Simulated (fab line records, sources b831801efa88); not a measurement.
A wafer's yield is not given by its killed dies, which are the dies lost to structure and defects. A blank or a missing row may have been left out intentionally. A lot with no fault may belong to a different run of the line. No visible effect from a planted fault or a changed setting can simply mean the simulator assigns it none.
Which tool did it? ; flow sky130 ; 24 lots with 72 wafers sampled at 5 steps, on a route of 708 steps

WHAT THE GAUGES READ, wafer by wafer
SKY_VIA1_THK_MEAS_01. Usual: VIA1_HDPCVD_THK gives 1031 nm (standard deviation 8.9).
lot;measured;on;VIA1_HDPCVD_THK (nm);flag
L074;day 32 23:20;filmMetro-03;1032 1021 1020;
L075;day 33 04:14;filmMetro-04;1027 1043 1032;
L076;day 33 15:16;filmMetro-04;1018 1022 1030;
L077;day 34 16:20;filmMetro-04;1031 1045 1025;
L078;day 34 23:59;filmMetro-04;1033 1023 1031;
L079;day 35 09:00;filmMetro-04;1032 1024 1051;
L081;day 35 16:30;filmMetro-04;1048 1049 1050;
L080;day 35 18:17;filmMetro-02;1044 1028 1030;
L082;day 36 10:13;filmMetro-04;1041 1040 1039;
L084;day 36 13:18;filmMetro-04;1031 1028 1037;
L083;day 36 16:26;filmMetro-03;1023 1026 1028;
L085;day 36 19:56;filmMetro-03;1020 1008 1028;
L086;day 37 01:28;filmMetro-03;1033 1024 1037;
L087;day 37 21:58;filmMetro-04;1023 1022 1019;
L088;day 37 23:46;filmMetro-04;1021 1025 1029;
L089;day 38 04:32;filmMetro-04;1039 1037 1031;
L090;day 38 09:37;filmMetro-04;1037 1047 1039;
L091;day 38 10:44;filmMetro-03;1012 1020 1015;
L092;day 38 14:25;filmMetro-04;1032 1032 1028;
L093;day 39 02:54;filmMetro-04;1031 1034 1022;
L094;day 39 09:01;filmMetro-02;1046 1045 1032;
L095;day 39 22:05;filmMetro-03;1028 1014 1023;
L096;day 39 22:55;filmMetro-02;1034 1035 1040;
L097;day 40 00:20;filmMetro-04;1028 1024 1039;

SKY_METAL2_CD_MEAS_15: target cd 140 nm. Usual: cdNm reads 138.8 nm (standard deviation 1.7).
lot;measured;on;cdNm (nm);flag
L074;day 35 05:56;cdSem-02;139.4 138.9 139.5;
L075;day 35 10:45;cdSem-02;143.6 142.5 142.0;
L076;day 35 21:23;cdSem-02;140.2 138.2 137.8;
L077;day 36 23:14;cdSem-02;137.5 139.2 139.7;
L078;day 37 05:29;cdSem-01;138.6 137.7 138.7;
L079;day 37 15:11;cdSem-02;138.4 138.9 138.5;
L081;day 37 22:22;cdSem-01;136.9 137.6 136.9;
L080;day 38 00:03;cdSem-02;137.9 137.9 138.8;
L082;day 38 16:30;cdSem-02;138.9 140.5 140.1;
L084;day 38 19:29;cdSem-02;138.6 139.4 139.4;
L083;day 38 22:02;cdSem-01;141.7 141.0 140.7;
L085;day 39 01:41;cdSem-02;137.1 138.4 136.0;
L086;day 39 06:47;cdSem-01;135.4 137.4 136.9;
L087;day 40 02:34;cdSem-02;139.5 141.2 139.4;
L088;day 40 04:03;cdSem-02;136.4 138.2 136.9;
L089;day 40 08:56;cdSem-01;141.8 140.2 140.3;
L090;day 40 12:40;cdSem-01;140.5 137.0 139.4;
L091;day 40 15:08;cdSem-01;136.6 136.0 137.8;
L092;day 40 17:02;cdSem-02;139.4 139.6 140.1;
L093;day 41 06:00;cdSem-01;137.1 137.1 138.2;
L094;day 41 11:44;cdSem-01;140.9 141.3 141.3;
L095;day 41 23:30;cdSem-01;137.4 136.8 137.5;
L096;day 42 00:11;cdSem-02;136.8 136.5 137.3;
L097;day 42 01:43;cdSem-02;139.3 139.8 139.1;

TOOL THAT RAN EACH LOT (tool first, then ch and the chambers of the sampled wafers, then the start)
lot;SKY_LI_CONTACT_SPUTTER_20;SKY_LOCAL_INTERCONNECT_METAL_ETCH_14;SKY_METAL2_SPUTTER_04
L074;pvdSputter-04, day 29 06:47;rieMetal-02 ch 0,1, day 30 12:10;pvdSputter-01, day 34 03:44
L075;pvdSputter-01, day 29 11:36;rieMetal-04 ch 0,1, day 30 16:06;pvdSputter-03, day 34 08:53
L076;pvdSputter-01, day 30 00:52;rieMetal-02 ch 0,1, day 31 04:58;pvdSputter-01, day 34 19:41
L077;pvdSputter-04, day 31 00:09;rieMetal-03 ch 0, day 32 05:47;pvdSputter-03, day 35 20:47
L078;pvdSputter-04, day 31 09:20;rieMetal-02 ch 1, day 32 14:31;pvdSputter-04, day 36 03:31
L079;pvdSputter-02, day 31 20:15;rieMetal-04 ch 0,1, day 33 00:22;pvdSputter-04, day 36 13:11
L081;pvdSputter-01, day 32 04:20;rieMetal-02 ch 1, day 33 08:30;pvdSputter-01, day 36 20:14
L080;pvdSputter-01, day 32 05:30;rieMetal-04 ch 0,1, day 33 09:52;pvdSputter-04, day 36 21:55
L082;pvdSputter-02, day 32 21:14;rieMetal-02 ch 0,1, day 34 00:56;pvdSputter-01, day 37 14:31
L084;pvdSputter-01, day 33 01:26;rieMetal-04 ch 0,1, day 34 05:16;pvdSputter-03, day 37 17:19
L083;pvdSputter-04, day 33 07:06;rieMetal-04 ch 0,1, day 34 09:51;pvdSputter-01, day 37 19:58
L085;pvdSputter-02, day 33 08:30;rieMetal-02 ch 0,1, day 34 12:19;pvdSputter-01, day 37 23:54
L086;pvdSputter-02, day 33 14:27;rieMetal-03 ch 0,1, day 34 17:59;pvdSputter-03, day 38 05:42
L087;pvdSputter-04, day 34 12:03;rieMetal-04 ch 0,1, day 35 13:25;pvdSputter-03, day 39 01:34
L088;pvdSputter-02, day 34 13:34;rieMetal-03 ch 0,1, day 35 16:01;pvdSputter-01, day 39 03:10
L089;pvdSputter-01, day 34 18:08;rieMetal-04 ch 0,1, day 35 21:16;pvdSputter-03, day 39 07:55
L090;pvdSputter-02, day 34 22:48;rieMetal-02 ch 0,1, day 36 01:19;pvdSputter-03, day 39 12:33
L091;pvdSputter-04, day 34 23:53;rieMetal-03 ch 1, day 36 02:52;pvdSputter-04, day 39 14:12
L092;pvdSputter-01, day 35 03:25;rieMetal-02 ch 0,1, day 36 06:43;pvdSputter-03, day 39 16:26
L093;pvdSputter-02, day 35 16:06;rieMetal-03 ch 0,1, day 36 19:15;pvdSputter-01, day 40 05:51
L094;pvdSputter-02, day 35 22:53;rieMetal-03 ch 0,1, day 37 01:37;pvdSputter-03, day 40 11:56
L095;pvdSputter-04, day 36 11:56;rieMetal-02 ch 0, day 37 15:17;pvdSputter-01, day 40 23:41
L096;pvdSputter-01, day 36 12:34;rieMetal-04 ch 0,1, day 37 15:34;pvdSputter-04, day 41 01:14
L097;pvdSputter-02, day 36 13:35;rieMetal-03 ch 0,1, day 37 17:31;pvdSputter-04, day 41 02:19
- SKY_LI_CONTACT_SPUTTER_20: material TiN, target thk 20 nm, time 80 s.
- SKY_LOCAL_INTERCONNECT_METAL_ETCH_14: etches TiN in Cl2/BCl3, stops on PSG, target depth 110 nm, time 31.4 s.
- SKY_METAL2_SPUTTER_04: material TiN, target thk 70 nm, time 59.24 s.

WHAT THE TOOLS THEMSELVES READ (means of the sampled wafers that have a number; where no wafer has one, the mark that the record gives instead)
SKY_LI_CONTACT_SPUTTER_20. Usual: throttleValvePct reads 30.2 % (standard deviation 0.7).
lot;tool;throttleValvePct (%);flag
L074;pvdSputter-04;30.3;
L075;pvdSputter-01;30.1;
L076;pvdSputter-01;30.3;
L077;pvdSputter-04;30.3;
L078;pvdSputter-04;30.9;
L079;pvdSputter-02;30.2;
L081;pvdSputter-01;30.2;
L080;pvdSputter-01;30.2;
L082;pvdSputter-02;29.5;
L084;pvdSputter-01;30.4;
L083;pvdSputter-04;30.0;
L085;pvdSputter-02;30.5;
L086;pvdSputter-02;30.4;
L087;pvdSputter-04;30.4;
L088;pvdSputter-02;30.5;
L089;pvdSputter-01;30.2;
L090;pvdSputter-02;30.5;
L091;pvdSputter-04;30.3;
L092;pvdSputter-01;30.4;
L093;pvdSputter-02;29.1;
L094;pvdSputter-02;30.5;
L095;pvdSputter-04;29.9;
L096;pvdSputter-01;30.4;
L097;pvdSputter-02;30.0;

SKY_LOCAL_INTERCONNECT_METAL_ETCH_14. Usual: drypumpMotorCurrentA 5.6 A, standard deviation 0.64; oesProductAu 0.941 a.u., standard deviation 0.0094; throttleValvePct 21.902 %, standard deviation 0.011.
lot;tool;drypumpMotorCurrentA (A);oesProductAu (a.u.);throttleValvePct (%);flag
L074;rieMetal-02;6.2;0.942;21.902;
L075;rieMetal-04;5.5;0.944;21.898;
L076;rieMetal-02;6.2;0.954;21.892;
L077;rieMetal-03;6.1;0.925;21.903;
L078;rieMetal-02;5.1;0.942;21.895;
L079;rieMetal-04;5.2;0.947;21.894;
L081;rieMetal-02;5.1;0.947;21.899;
L080;rieMetal-04;5.3;0.936;21.910;
L082;rieMetal-02;5.6;0.958;21.883;
L084;rieMetal-04;5.5;0.943;21.906;
L083;rieMetal-04;5.3;0.937;21.907;
L085;rieMetal-02;5.6;0.944;21.903;
L086;rieMetal-03;5.7;0.934;21.899;
L087;rieMetal-04;5.3;0.938;21.902;
L088;rieMetal-03;5.5;0.935;21.912;
L089;rieMetal-04;5.5;0.933;21.904;
L090;rieMetal-02;5.6;0.929;21.913;
L091;rieMetal-03;5.2;0.934;21.908;
L092;rieMetal-02;5.7;0.942;21.900;
L093;rieMetal-03;5.8;0.933;21.905;
L094;rieMetal-03;5.8;0.950;21.894;
L095;rieMetal-02;6.8;0.955;21.891;
L096;rieMetal-04;5.5;0.934;21.915;
L097;rieMetal-03;5.8;0.941;21.904;

SKY_METAL2_SPUTTER_04. Usual: throttleValvePct reads 30.4 % (standard deviation 0.58).
lot;tool;throttleValvePct (%);flag
L074;pvdSputter-01;30.4;
L075;pvdSputter-03;30.9;
L076;pvdSputter-01;30.3;
L077;pvdSputter-03;31.0;
L078;pvdSputter-04;30.0;
L079;pvdSputter-04;29.7;
L081;pvdSputter-01;30.3;
L080;pvdSputter-04;29.9;
L082;pvdSputter-01;30.4;
L084;pvdSputter-03;31.3;
L083;pvdSputter-01;30.2;
L085;pvdSputter-01;30.0;
L086;pvdSputter-03;30.9;
L087;pvdSputter-03;30.2;
L088;pvdSputter-01;30.4;
L089;pvdSputter-03;30.7;
L090;pvdSputter-03;30.8;
L091;pvdSputter-04;30.2;
L092;pvdSputter-03;31.2;
L093;pvdSputter-01;30.4;
L094;pvdSputter-03;31.0;
L095;pvdSputter-01;30.1;
L096;pvdSputter-04;30.4;
L097;pvdSputter-04;30.8;

THE ANSWER, worked out from the rows above alone
Rule: a lot counts as off when the mean over its wafers that have a number is more than 3 standard deviations away from the usual mean. A lot without any number at a reading at which 4 lots or more have one is off too. Any other lot the step has rows for is counted as sound. First the gauges in route order, then the tools' own readings, where a lot's mean is used as printed above. At the first step where some lot is off, the reading lying furthest off is the one used; lots without a number count as furthest.
No lot is off at any reading shown: from this, nothing can be told.

WHAT THE SIMULATOR HAD PUT IN
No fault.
